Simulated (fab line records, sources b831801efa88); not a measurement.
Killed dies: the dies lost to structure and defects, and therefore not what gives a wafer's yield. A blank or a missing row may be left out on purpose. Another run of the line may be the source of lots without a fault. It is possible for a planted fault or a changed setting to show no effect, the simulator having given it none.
8D (eight disciplines) problem report, filled in by code -- flow gf180mcu -- the parts of the form that need people (team, actions taken, sign-off) are left out

== 1. PROBLEM STATEMENT ==
Wafers free of any fault read 1197 ohm/sq (standard deviation 3.2) for LVPWELL_RS at GF_VT_IMPLANT_RS_MEAS_48, against a mean of 1159 ohm/sq on 6 wafers of 2 lots. That is -12 standard deviations from the usual mean.
The step: measures by four-point-probe.
Seen first at day 10 13:42 on film_metro-02, wafer L958.2. The record holds 39 wafers of 13 lots with a number at this step. The rule behind "out" and "out of limits": a value lying over 4 standard deviations away from the usual mean. The rest of the wafers with a number are treated as sound.

== 2. WHAT IT IS, AND WHAT IT ISN'T ==
question,is,is not
which readings at this step,LVPWELL_RS,-
which lots,"L958, L960","L948, L950, L953, L957, L963, L964, L965, L966, L967, L968, L969"
which wafers of those lots,all that have a number,-
read on which gauges,"film_metro-02, film_metro-03",film_metro-04
when,from day 10 13:42,"up to then (12 sound wafers); but 21 sound wafers of L963, L964, L965, L966, L967, L968, L969 came after"

== 3. SUSPECTS, AND WHAT RULES EACH OUT ==
Counting: a tool at any process step up to the reading remains a suspect when it ran all the lots that are out and ran no sound lot after the first of those.
- the gauge at GF_VT_IMPLANT_RS_MEAS_48 is ruled out. Those wafers that are out were read across 2 gauges (film_metro-02, film_metro-03).
- implanter-03 at GF_LVPWELL_IMPLANT_09: kept. Every lot that is out went through it, starting with L958 (day 6 08:36), and after that it ran no sound lot; the last sound lot it ran before then is L953 (day 5 07:10). Its own beam_on_s, faraday_current_uA readings are out on those wafers.
The count leaves implanter-03 at GF_LVPWELL_IMPLANT_09.

== 4. THE CAUSE (what the simulator had put in) ==
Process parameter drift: implanter-03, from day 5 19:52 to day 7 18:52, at GF_LVPWELL_IMPLANT_09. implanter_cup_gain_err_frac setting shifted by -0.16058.
The count eliminated every tool but this one.

== 5. THE EFFECT CHAIN, in route order ==
Each row: a reading where the mean over the struck wafers with a number is more than 3 standard deviations away from the usual. Only readings for which the record gives a usual standard deviation are gone through. hours: the time from each lot's start at the first step in this table that gives one to its start at this step, as a median over the lots. sigmas: the change in usual standard deviations.
hours,step,reading,usual,on struck wafers,change,sigmas
0,GF_LVPWELL_IMPLANT_09,beam_on_s,10.01 s,11.79,+1.78,+8.1
0,GF_LVPWELL_IMPLANT_09,faraday_current_uA,28.2,23.9,-4.3,-7.1
103,GF_VT_IMPLANT_RS_MEAS_48,LVPWELL_RS,1197 ohm/sq,1159,-38,-12
Its process steps:
- GF_LVPWELL_IMPLANT_09
At these later measuring or inspecting steps, every struck wafer for which the step has a row has a number for every such reading, and none has moved that far: GF_V3_THK_MEAS_01, GF_V3_OVL_MEAS_15.

== 6. HOW IT WOULD HAVE BEEN CAUGHT EARLIER ==
The first out-of-limits reading at a measuring or inspecting step in this record came at day 10 13:42, 114 hours after the fault's start at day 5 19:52.
Tool's own readings at GF_LVPWELL_IMPLANT_09, beam_on_s, faraday_current_uA: out on all struck wafers the step has rows for; an alarm limit on them would have tripped on the first.
All the lots that are out (2) had begun GF_LVPWELL_IMPLANT_09 on implanter-03 by day 10 13:42. Holding the tool at that point would not have protected any of them.
